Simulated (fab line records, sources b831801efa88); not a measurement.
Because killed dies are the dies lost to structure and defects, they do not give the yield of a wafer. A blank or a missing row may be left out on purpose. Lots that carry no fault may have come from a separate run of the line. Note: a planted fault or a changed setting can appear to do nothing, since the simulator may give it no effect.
fab line records	flow gf180mcu
[record] lots = 24	wafers = 72	lastDay = 34
route steps=602 shown STI@3 V2@403 M3@410 M4@458
lots with no fault: from the same line, run without faults
startH: start of the lot's first displayed wafer, in hours after the record's first day	waitH: hours since the lot's step before	" as in the row above	L1.1+2: a row that stands for several wafers	- value missing, or start not given	* or withheld: withheld	< > ~ a bound
route shown NAME@n: a module of which the file shows steps, and the number in the route of the first	usual: the fault-free wafers' mean and standard deviation	same: alike in all rows	chamber/n: place in a boat	sites: readings site by site	_std_site: how widely they spread, as a standard deviation	_edge_site: outer sites' mean less inner sites'	radiusMm: how far each site lies from the wafer's centre	mask NAME#n: copy n	behind: tool/chamber where the wafer was last shaped	hold: cause of the lot's hold/its duration in hours/its outcome	device: names the non-switching transistor (n, p or np)	end of line: tests run on the same wafers once the route is complete	for a step that has no rows: nothing shown but its recipe	killed: the dies lost at the first sort to structure and to defects; this is not the yield of the wafer	map: shows each die of a wafer: x if killed, . if not, _ if none is there
set.NAME: the setting that was run; set.NAME@STEP: the one run at that earlier step	model.NAME: the simulator's own value behind a step, which no gauge read
the route's steps for a sample of lots (tables are steps, rows are wafers)
services: from which hour (startH, from the record's first day; less than 0 if before it) a tool's chamber was out of use, for how many hours, and why
[[steps]]
[step GF_STI_THK_MEAS_02]
[recipe] reads = SiO2_of_STI_OXIDATION_01
[usual] STI_OXIDATION_THK = 10.07/0.15
lot.wafer	tool	chamber	startH	waitH	STI_OXIDATION_THK[nm]
L074.2	filmMetro-04	-	12.68	0.0	10.14
L074.3	"	-	"	"	10.14
L074.6	"	-	"	"	10.13
L075.1	filmMetro-04	-	16.51	0.0	10.01
L075.5	"	-	"	"	10.08
L075.6	"	-	"	"	9.95
L076.4	filmMetro-01	-	22.14	0.0	9.82
L076.5	"	-	"	"	9.88
L076.6	"	-	"	"	9.93
L077.1	filmMetro-04	-	26.53	0.0	10.11
L077.3	"	-	"	"	9.94
L077.5	"	-	"	"	9.95
L078.2	filmMetro-04	-	31.52	0.0	10.17
L078.5	"	-	"	"	10.10
L078.6	"	-	"	"	10.15
L079.1	filmMetro-03	-	36.51	0.0	9.89
L079.2	"	-	"	"	9.73
L079.3	"	-	"	"	9.87
L080.2	filmMetro-01	-	41.52	0.0	10.40
L080.4	"	-	"	"	10.12
L080.5	"	-	"	"	10.26
L081.2	filmMetro-01	-	46.52	0.0	10.08
L081.3	"	-	"	"	10.15
L081.4	"	-	"	"	10.34
L082.2	filmMetro-04	-	51.67	0.0	10.12
L082.5	"	-	"	"	10.15
L082.6	"	-	"	"	9.94
L083.1	filmMetro-03	-	56.51	0.0	10.31
L083.3	"	-	"	"	10.36
L083.6	"	-	"	"	10.38
L084.2	filmMetro-03	-	61.81	0.0	10.16
L084.3	"	-	"	"	10.19
L084.4	"	-	"	"	10.04
L085.1	filmMetro-01	-	67.89	0.0	10.23
L085.2	"	-	"	"	10.11
L085.6	"	-	"	"	10.04
L086.1	filmMetro-01	-	71.51	0.0	10.05
L086.3	"	-	"	"	9.84
L086.6	"	-	"	"	9.97
L087.1	filmMetro-03	-	76.51	0.0	10.05
L087.2	"	-	"	"	9.81
L087.6	"	-	"	"	9.90
L088.2	filmMetro-04	-	83.07	0.0	10.17
L088.5	"	-	"	"	10.15
L088.6	"	-	"	"	10.23
L089.3	filmMetro-04	-	86.77	0.0	10.09
L089.4	"	-	"	"	10.06
L089.6	"	-	"	"	10.14
L090.2	filmMetro-04	-	92.60	0.0	10.01
L090.3	"	-	"	"	10.04
L090.4	"	-	"	"	10.02
L091.1	filmMetro-03	-	98.31	0.0	10.03
L091.4	"	-	"	"	10.02
L091.6	"	-	"	"	9.99
L092.1	filmMetro-03	-	102.22	0.0	9.82
L092.3	"	-	"	"	9.94
L092.6	"	-	"	"	9.73
L093.2	filmMetro-03	-	106.52	0.0	9.97
L093.5	"	-	"	"	10.23
L093.6	"	-	"	"	9.97
L094.2	filmMetro-01	-	111.99	0.0	10.17
L094.3	"	-	"	"	10.08
L094.6	"	-	"	"	10.28
L095.2	filmMetro-01	-	116.52	0.0	10.15
L095.3	"	-	"	"	10.24
L095.4	"	-	"	"	10.04
L096.3	filmMetro-01	-	121.53	0.0	10.05
L096.4	"	-	"	"	9.95
L096.5	"	-	"	"	9.91
L097.1	filmMetro-04	-	127.28	0.0	10.00
L097.3	"	-	"	"	10.00
L097.4	"	-	"	"	10.22
[step GF_V2_SPUTTER_21]
[recipe] material = Ti	targetThkNm = 15	chamberPressurePa = 5	powerW = 2500	substrateTempC = 200	timeS = 80.02
[usual] substrateTempC = 199.97/0.17	throttleValvePct = 30.2/1.3
lot.wafer	tool	chamber	startH	waitH	substrateTempC	throttleValvePct
L074.2	pvdSputter-02	-	464.86	0.0	199.81	31.3
L074.3	"	-	"	"	200.05	29.1
L074.6	"	-	"	"	200.10	30.4
L075.1	pvdSputter-02	-	470.50	0.0	199.92	31.3
L075.5	"	-	"	"	200.34	30.3
L075.6	"	-	"	"	200.19	29.1
L076.4	pvdSputter-02	-	488.83	0.0	199.93	30.9
L076.5	"	-	"	"	200.00	29.1
L076.6	"	-	"	"	200.42	30.2
L077.1	pvdSputter-02	-	496.58	0.0	199.95	29.3
L077.3	"	-	"	"	200.17	29.2
L077.5	"	-	"	"	199.81	29.4
L079.1	pvdSputter-04	-	508.05	0.0	199.69	27.9
L079.2	"	-	"	"	199.77	32.0
L079.3	"	-	"	"	199.79	31.4
L078.2	pvdSputter-04	-	511.78	0.0	199.89	31.1
L078.5	"	-	"	"	200.00	28.2
L078.6	"	-	"	"	200.13	32.3
L080.2	pvdSputter-01	-	519.77	0.0	200.03	30.9
L080.4	"	-	"	"	200.08	30.9
L080.5	"	-	"	"	200.12	31.5
L081.2	pvdSputter-04	-	528.89	0.0	200.03	32.2
L081.3	"	-	"	"	200.00	28.1
L081.4	"	-	"	"	200.02	31.5
L082.2	pvdSputter-04	-	541.23	0.0	200.02	32.6
L082.5	"	-	"	"	199.92	32.4
L082.6	"	-	"	"	200.04	29.5
L083.1	pvdSputter-01	-	547.73	0.0	199.94	31.5
L083.3	"	-	"	"	200.10	29.2
L083.6	"	-	"	"	200.20	29.1
L084.2	pvdSputter-01	-	555.59	0.0	199.96	31.6
L084.3	"	-	"	"	199.85	29.5
L084.4	"	-	"	"	200.15	30.2
L085.1	pvdSputter-02	-	562.81	0.0	199.79	29.2
L085.2	"	-	"	"	199.87	30.1
L085.6	"	-	"	"	200.09	31.1
L086.1	pvdSputter-04	-	569.85	0.0	199.84	32.6
L086.3	"	-	"	"	199.75	31.4
L086.6	"	-	"	"	200.17	29.7
L087.1	pvdSputter-02	-	575.37	0.0	199.94	31.2
L087.2	"	-	"	"	199.64	30.1
L087.6	"	-	"	"	200.14	29.1
L088.2	pvdSputter-04	-	582.02	0.0	199.87	32.5
L088.5	"	-	"	"	199.69	28.1
L088.6	"	-	"	"	200.02	32.3
L089.3	pvdSputter-02	-	589.87	0.0	200.07	29.0
L089.4	"	-	"	"	199.75	31.3
L089.6	"	-	"	"	199.89	29.1
L090.2	pvdSputter-02	-	599.72	0.0	199.84	31.3
L090.3	"	-	"	"	199.99	30.2
L090.4	"	-	"	"	200.01	29.5
L091.1	pvdSputter-01	-	608.54	0.0	200.06	29.2
L091.4	"	-	"	"	199.76	30.9
L091.6	"	-	"	"	199.67	31.5
L092.1	pvdSputter-04	-	613.75	0.0	200.09	29.5
L092.3	"	-	"	"	199.80	32.2
L092.6	"	-	"	"	199.78	28.1
L093.2	pvdSputter-04	-	618.01	0.0	199.93	31.6
L093.5	"	-	"	"	199.78	27.9
L093.6	"	-	"	"	200.04	32.1
L094.2	pvdSputter-04	-	625.87	0.0	200.27	31.6
L094.3	"	-	"	"	199.84	29.4
L094.6	"	-	"	"	199.72	32.4
L095.2	pvdSputter-02	-	635.52	0.0	199.92	30.0
L095.3	"	-	"	"	200.15	29.1
L095.4	"	-	"	"	199.66	31.3
L096.3	pvdSputter-02	-	639.94	0.0	200.01	29.3
L096.4	"	-	"	"	199.95	29.1
L096.5	"	-	"	"	200.01	29.3
L097.1	pvdSputter-04	-	649.67	0.0	199.97	27.8
L097.3	"	-	"	"	200.12	29.2
L097.4	"	-	"	"	199.85	31.4
[step GF_M3_SPUTTER_01]
[recipe] material = TiN	targetThkNm = 30	powerW = 6500	timeS = 25	chamberPressurePa = 0.4
[usual] throttleValvePct = 30.4/1
lot.wafer	tool	chamber	startH	waitH	throttleValvePct
L074.2	pvdSputter-01	-	465.65	0.1	31.7
L074.3	"	-	"	"	30.7
L074.6	"	-	"	"	30.2
L075.1	pvdSputter-01	-	471.30	0.1	31.5
L075.5	"	-	"	"	31.4
L075.6	"	-	"	"	29.3
L076.4	pvdSputter-03	-	489.63	0.1	30.1
L076.5	"	-	"	"	30.9
L076.6	"	-	"	"	30.2
L077.1	pvdSputter-01	-	497.37	0.1	30.7
L077.3	"	-	"	"	29.4
L077.5	"	-	"	"	30.4
L079.1	pvdSputter-03	-	508.85	0.1	31.1
L079.2	"	-	"	"	30.0
L079.3	"	-	"	"	30.2
L078.2	pvdSputter-01	-	512.74	0.1	30.4
L078.5	"	-	"	"	30.4
L078.6	"	-	"	"	30.7
L080.2	pvdSputter-03	-	520.56	0.1	31.2
L080.4	"	-	"	"	29.8
L080.5	"	-	"	"	31.0
L081.2	pvdSputter-04	-	529.69	0.1	29.5
L081.3	"	-	"	"	27.9
L081.4	"	-	"	"	31.3
L082.2	pvdSputter-03	-	542.02	0.1	29.6
L082.5	"	-	"	"	29.9
L082.6	"	-	"	"	30.4
L083.1	pvdSputter-03	-	548.52	0.1	30.4
L083.3	"	-	"	"	31.2
L083.6	"	-	"	"	31.3
L084.2	pvdSputter-04	-	556.39	0.1	31.4
L084.3	"	-	"	"	32.4
L084.4	"	-	"	"	27.9
L085.1	pvdSputter-01	-	563.60	0.1	30.6
L085.2	"	-	"	"	29.0
L085.6	"	-	"	"	31.4
L086.1	pvdSputter-04	-	570.64	0.1	32.3
L086.3	"	-	"	"	27.9
L086.6	"	-	"	"	32.2
L087.1	pvdSputter-01	-	576.17	0.1	31.1
L087.2	"	-	"	"	29.4
L087.6	"	-	"	"	30.4
L088.2	pvdSputter-03	-	582.82	0.1	30.9
L088.5	"	-	"	"	30.9
L088.6	"	-	"	"	30.7
L089.3	pvdSputter-04	-	590.67	0.1	31.0
L089.4	"	-	"	"	29.7
L089.6	"	-	"	"	29.3
L090.2	pvdSputter-03	-	600.52	0.1	29.8
L090.3	"	-	"	"	31.2
L090.4	"	-	"	"	30.4
L091.1	pvdSputter-04	-	609.34	0.1	29.5
L091.4	"	-	"	"	32.3
L091.6	"	-	"	"	31.5
L092.1	pvdSputter-03	-	614.54	0.1	30.5
L092.3	"	-	"	"	31.3
L092.6	"	-	"	"	29.7
L093.2	pvdSputter-01	-	618.80	0.1	30.3
L093.5	"	-	"	"	30.3
L093.6	"	-	"	"	29.3
L094.2	pvdSputter-01	-	626.67	0.1	29.0
L094.3	"	-	"	"	30.2
L094.6	"	-	"	"	30.4
L095.2	pvdSputter-04	-	636.32	0.1	32.2
L095.3	"	-	"	"	29.3
L095.4	"	-	"	"	31.6
L096.3	pvdSputter-03	-	640.74	0.1	30.9
L096.4	"	-	"	"	30.7
L096.5	"	-	"	"	29.9
L097.1	pvdSputter-01	-	650.58	0.1	31.5
L097.3	"	-	"	"	30.3
L097.4	"	-	"	"	29.0
[step GF_M3_SOFTBAKE_10]
[recipe] tempC = 130	timeS = 62.91	resist = KrF
[usual] plateSensorTCentreC = 131.01/0.012	plateSensorTEdgeC = 131.21/0.011
lot.wafer	tool	chamber	startH	waitH	plateSensorTCentreC	plateSensorTEdgeC
L074.2	lithoTrack-02	0	478.20	0.1	131	131.22
L074.3	"	0	"	"	131.02	131.21
L074.6	"	0	"	"	130.99	131.22
L075.1	lithoTrack-01	0	483.54	0.1	131	131.2
L075.5	"	0	"	"	131.01	131.19
L075.6	"	0	"	"	130.99	131.2
L076.4	lithoTrack-03	0	501.53	0.1	131.02	131.21
L076.5	"	0	"	"	130.99	131.21
L076.6	"	0	"	"	131.03	131.21
L077.1	lithoTrack-03	0	509.91	0.1	131.01	131.21
L077.3	"	0	"	"	131.01	131.21
L077.5	"	0	"	"	131.01	131.2
L079.1	lithoTrack-03	0	520.71	0.1	131.02	131.22
L079.2	"	0	"	"	131.04	131.21
L079.3	"	0	"	"	131	131.2
L078.2	lithoTrack-02	0	524.10	0.1	131.01	131.19
L078.5	"	0	"	"	131	131.21
L078.6	"	0	"	"	131	131.2
L080.2	lithoTrack-01	0	532.26	0.1	131	131.22
L080.4	"	0	"	"	131.01	131.23
L080.5	"	0	"	"	131.01	131.19
L081.2	lithoTrack-01	0	541.91	0.1	131	131.22
L081.3	"	0	"	"	131.01	131.2
L081.4	"	0	"	"	131.02	131.21
L082.2	lithoTrack-01	0	552.86	0.1	131	131.22
L082.5	"	0	"	"	131.03	131.22
L082.6	"	0	"	"	131.01	131.22
L083.1	lithoTrack-01	0	559.84	0.1	131	131.21
L083.3	"	0	"	"	131.02	131.2
L083.6	"	0	"	"	131	131.2
L084.2	lithoTrack-03	0	567.88	0.1	131	131.19
L084.3	"	0	"	"	131	131.19
L084.4	"	0	"	"	130.99	131.2
L085.1	lithoTrack-02	0	574.48	0.1	131.03	131.2
L085.2	"	0	"	"	131.02	131.19
L085.6	"	0	"	"	131.02	131.21
L086.1	lithoTrack-01	0	581.24	0.1	131	131.21
L086.3	"	0	"	"	131.03	131.2
L086.6	"	0	"	"	131.02	131.21
L087.1	lithoTrack-03	0	587.46	0.1	131.02	131.21
L087.2	"	0	"	"	131.01	131.21
L087.6	"	0	"	"	131.01	131.19
L088.2	lithoTrack-02	0	593.60	0.1	131.02	131.21
L088.5	"	0	"	"	131.01	131.21
L088.6	"	0	"	"	131.01	131.21
L089.3	lithoTrack-01	0	600.49	0.1	131.01	131.2
L089.4	"	0	"	"	131.02	131.21
L089.6	"	0	"	"	131.02	131.18
L090.2	lithoTrack-02	0	611.80	0.1	131.02	131.22
L090.3	"	0	"	"	131.03	131.22
L090.4	"	0	"	"	131.02	131.23
L091.1	lithoTrack-03	0	618.56	0.1	131.02	131.2
L091.4	"	0	"	"	131.02	131.2
L091.6	"	0	"	"	131.01	131.22
L092.1	lithoTrack-03	0	624.56	0.1	131	131.2
L092.3	"	0	"	"	131.02	131.21
L092.6	"	0	"	"	131.01	131.21
L093.2	lithoTrack-01	0	629.26	0.1	131.02	131.2
L093.5	"	0	"	"	131	131.22
L093.6	"	0	"	"	131.03	131.2
L094.2	lithoTrack-01	0	637.36	0.1	131.02	131.21
L094.3	"	0	"	"	130.99	131.2
L094.6	"	0	"	"	131.02	131.21
L095.2	lithoTrack-03	0	645.73	0.1	131.01	131.21
L095.3	"	0	"	"	131.04	131.23
L095.4	"	0	"	"	131	131.2
L096.3	lithoTrack-02	0	650.58	0.1	131.01	131.21
L096.4	"	0	"	"	130.99	131.22
L096.5	"	0	"	"	131.02	131.22
L097.1	lithoTrack-02	0	660.73	0.1	130.99	131.22
L097.3	"	0	"	"	131.02	131.21
L097.4	"	0	"	"	130.98	131.21
[step GF_M3_METAL_ETCH_16]
[recipe] chemistry = Cl2/BCl3	maskMaterial = KrF	targetDepthNm = 627.5	stopOn = SiO2	pressureMtorr = 8	icpW = 800	biasW = 140	Cl2_flow_sccm = 80	bcl3FlowSccm = 40	timeS = 104.6
[usual] drypumpMotorCurrentA = 5.6/0.65	oesProductAu = 0.972/0.007	throttleValvePct = 28.250/0.011
lot.wafer	tool	chamber	startH	waitH	drypumpMotorCurrentA	oesProductAu	rfHoursCounterH	throttleValvePct
L074.2	rieMetal-02	0	490.85	0.0	5.4	0.962	10.9	28.253
L074.3	"	1	"	"	6.2	0.971	-	28.267
L074.6	"	0	"	"	5.4	0.994	-	28.217
L075.1	rieMetal-01	0	496.13	0.0	6.5	0.975	10.7	28.244
L075.5	"	0	"	"	6.5	0.971	-	28.256
L075.6	"	0	"	"	6.5	0.971	-	28.255
L076.4	rieMetal-02	1	514.19	0.1	6.2	0.982	-	28.231
L076.5	"	1	"	"	6.1	0.972	-	28.248
L076.6	"	1	"	"	6.2	0.986	-	28.253
L077.1	rieMetal-04	0	521.45	0.0	4.9	0.962	2.5	28.238
L077.3	"	1	"	"	4.9	0.970	-	28.268
L077.5	"	0	"	"	4.9	0.971	-	28.248
L079.1	rieMetal-02	1	532.76	0.0	6.2	0.969	5.5	28.258
L079.2	"	0	"	"	5.4	0.962	0.4	28.261
L079.3	"	0	"	"	5.4	0.959	-	28.257
L078.2	rieMetal-04	0	536.46	0.0	4.9	0.972	2.8	28.257
L078.5	"	1	"	"	4.9	0.975	-	28.243
L078.6	"	0	"	"	4.8	0.965	-	28.254
L080.2	rieMetal-01	1	544.26	0.0	5.2	0.973	1.2	28.251
L080.4	"	0	"	"	6.5	0.981	-	28.235
L080.5	"	0	"	"	6.5	0.975	-	28.256
L081.2	rieMetal-02	1	552.86	0.0	6.1	0.973	6.1	28.245
L081.3	"	0	"	"	5.4	0.969	-	28.266
L081.4	"	1	"	"	6.2	0.984	-	28.241
L082.2	rieMetal-04	0	564.24	0.0	4.9	0.977	3.6	28.232
L082.5	"	0	"	"	4.9	0.974	-	28.247
L082.6	"	1	"	"	4.9	0.975	-	28.254
L083.1	rieMetal-02	1	570.99	0.0	6.2	0.972	6.6	28.234
L083.3	"	1	"	"	6.2	0.975	-	28.263
L083.6	"	0	"	"	5.4	0.976	-	28.254
L084.2	rieMetal-04	0	578.88	0.0	4.9	0.967	3.9	28.236
L084.3	"	1	"	"	4.9	0.984	-	28.254
L084.4	"	0	"	"	4.9	0.967	-	28.252
L085.1	rieMetal-01	0	586.21	0.0	6.6	0.958	0.2	28.251
L085.2	"	1	"	"	5.2	0.961	2.8	28.261
L085.6	"	1	"	"	5.3	0.964	-	28.246
L086.1	rieMetal-04	0	592.01	0.0	4.8	0.973	4.3	28.261
L086.3	"	1	"	"	4.9	0.969	-	28.261
L086.6	"	1	"	"	4.9	0.985	-	28.265
L087.1	rieMetal-01	1	597.64	0.0	5.3	0.963	3.2	28.245
L087.2	"	0	"	"	6.5	0.969	0.6	28.258
L087.6	"	0	"	"	6.5	0.970	-	28.250
L088.2	rieMetal-02	1	604.18	0.0	6.2	0.970	7.7	28.241
L088.5	"	0	"	"	5.4	0.972	-	28.243
L088.6	"	1	"	"	6.2	0.960	-	28.263
L089.3	rieMetal-04	0	611.73	0.1	4.9	0.977	-	28.234
L089.4	"	1	"	"	4.9	0.976	-	28.241
L089.6	"	1	"	"	4.9	0.969	-	28.248
L090.2	rieMetal-01	0	621.93	0.0	6.6	0.978	1.3	28.239
L090.3	"	0	"	"	6.6	0.970	-	28.238
L090.4	"	1	"	"	5.2	0.977	-	28.250
L091.1	rieMetal-01	1	628.73	0.0	5.3	0.979	4.0	28.245
L091.4	"	1	"	"	5.3	0.980	-	28.229
L091.6	"	1	"	"	5.2	0.984	-	28.238
L092.1	rieMetal-01	1	635.03	0.0	5.2	0.970	4.1	28.248
L092.3	"	0	"	"	6.6	0.982	-	28.232
L092.6	"	0	"	"	6.6	0.987	-	28.230
L093.2	rieMetal-04	0	638.93	0.0	4.9	0.974	5.8	28.230
L093.5	"	1	"	"	4.9	0.979	-	28.238
L093.6	"	0	"	"	4.8	0.970	-	28.239
L094.2	rieMetal-02	0	647.26	0.0	5.5	0.969	3.8	28.266
L094.3	"	0	"	"	5.4	0.976	-	28.240
L094.6	"	1	"	"	6.2	0.970	-	28.257
L095.2	rieMetal-02	1	655.76	0.0	6.2	0.976	9.3	28.249
L095.3	"	0	"	"	5.4	0.971	-	28.260
L095.4	"	1	"	"	6.2	0.987	-	28.231
L096.3	rieMetal-01	1	660.71	0.1	5.2	0.958	-	28.251
L096.4	"	0	"	"	6.5	0.969	-	28.231
L096.5	"	1	"	"	5.2	0.974	-	28.243
L097.1	rieMetal-01	0	670.29	0.0	6.5	0.973	2.8	28.262
L097.3	"	1	"	"	5.3	0.975	-	28.248
L097.4	"	0	"	"	6.6	0.963	-	28.252
[step GF_M4_SPUTTER_02]
[recipe] material = AlCu	targetThkNm = 450	powerW = 10600	timeS = 23.9	chamberPressurePa = 0.4
[usual] throttleValvePct = 30.3/0.77
lot.wafer	tool	chamber	startH	waitH	throttleValvePct
L074.2	pvdSputter-02	-	518.16	0.0	29.3
L074.3	"	-	"	"	30.1
L074.6	"	-	"	"	31.1
L075.1	pvdSputter-01	-	523.16	0.0	30.3
L075.5	"	-	"	"	30.9
L075.6	"	-	"	"	31.8
L076.4	pvdSputter-01	-	541.06	0.0	29.0
L076.5	"	-	"	"	31.4
L076.6	"	-	"	"	30.8
L077.1	pvdSputter-02	-	547.33	0.0	29.3
L077.3	"	-	"	"	29.1
L077.5	"	-	"	"	29.4
L079.1	pvdSputter-01	-	558.80	0.0	29.3
L079.2	"	-	"	"	31.6
L079.3	"	-	"	"	30.5
L078.2	pvdSputter-03	-	562.50	0.0	30.8
L078.5	"	-	"	"	30.4
L078.6	"	-	"	"	30.7
L080.2	pvdSputter-01	-	569.53	0.0	30.6
L080.4	"	-	"	"	30.8
L080.5	"	-	"	"	30.6
L081.2	pvdSputter-01	-	577.46	0.0	30.6
L081.3	"	-	"	"	30.3
L081.4	"	-	"	"	31.3
L082.2	pvdSputter-01	-	588.83	0.0	29.3
L082.5	"	-	"	"	29.0
L082.6	"	-	"	"	31.2
L083.1	pvdSputter-01	-	595.43	0.0	31.0
L083.3	"	-	"	"	29.4
L083.6	"	-	"	"	31.4
L084.2	pvdSputter-01	-	602.40	0.0	31.5
L084.3	"	-	"	"	31.0
L084.4	"	-	"	"	30.2
L085.1	pvdSputter-03	-	610.00	0.0	30.8
L085.2	"	-	"	"	29.9
L085.6	"	-	"	"	31.0
L086.1	pvdSputter-01	-	616.49	0.0	30.7
L086.3	"	-	"	"	30.4
L086.6	"	-	"	"	29.1
L087.1	pvdSputter-03	-	621.81	0.0	31.0
L087.2	"	-	"	"	30.4
L087.6	"	-	"	"	30.8
L088.2	pvdSputter-03	-	627.35	0.0	29.8
L088.5	"	-	"	"	31.3
L088.6	"	-	"	"	30.6
L089.3	pvdSputter-03	-	634.57	0.0	29.8
L089.4	"	-	"	"	30.6
L089.6	"	-	"	"	31.0
L090.2	pvdSputter-02	-	644.80	0.0	30.0
L090.3	"	-	"	"	31.1
L090.4	"	-	"	"	29.0
L091.1	pvdSputter-02	-	651.14	0.0	31.2
L091.4	"	-	"	"	30.3
L091.6	"	-	"	"	29.3
L092.1	pvdSputter-02	-	657.53	0.0	30.3
L092.3	"	-	"	"	29.3
L092.6	"	-	"	"	29.3
L093.2	pvdSputter-02	-	661.58	0.0	29.1
L093.5	"	-	"	"	29.2
L093.6	"	-	"	"	31.2
L094.2	pvdSputter-01	-	669.27	0.0	29.0
L094.3	"	-	"	"	30.7
L094.6	"	-	"	"	29.3
L095.2	pvdSputter-03	-	678.15	0.0	31.0
L095.3	"	-	"	"	30.0
L095.4	"	-	"	"	30.4
L096.3	pvdSputter-02	-	683.04	0.0	29.3
L096.4	"	-	"	"	29.1
L096.5	"	-	"	"	29.3
L097.1	pvdSputter-03	-	692.19	0.0	31.1
L097.3	"	-	"	"	30.4
L097.4	"	-	"	"	30.9
[[services]]
tool	chamber	startH	hours	kind
pvdSputter-04	-	457.06	3.3	repair
pvdSputter-04	-	465.77	1.2	repair
pvdSputter-03	-	467.58	21.1	repair
rieMetal-02	-	493.35	1.2	repair
pvdSputter-01	1	514.74	-	consumableReplace:kit
pvdSputter-01	1	514.74	18.0	scheduledDown
pvdSputter-01	1	514.74	18.0	ventCycle
pvdSputter-03	-	521.49	2.5	repair
pvdSputter-01	-	528.56	4.4	repair
rieMetal-02	-	547.99	2.2	repair
pvdSputter-04	-	559.59	5.6	repair
pvdSputter-02	2	561.37	-	consumableReplace:kit
pvdSputter-02	2	561.37	18.0	scheduledDown
pvdSputter-01	-	587.82	0.8	repair
rieMetal-01	-	611.65	1.2	repair
rieMetal-04	1	620.24	3.5	repair
rieMetal-02	-	620.73	1.4	pm
rieMetal-04	-	639.04	2.8	pm
pvdSputter-01	-	658.73	1.8	repair
pvdSputter-01	0	665.64	-	consumableReplace:kit
pvdSputter-01	0	665.64	18.0	scheduledDown
pvdSputter-01	0	665.64	18.0	ventCycle
pvdSputter-03	-	668.18	1.5	repair
pvdSputter-02	-	690.67	2.6	repair
[[key]]
fault none
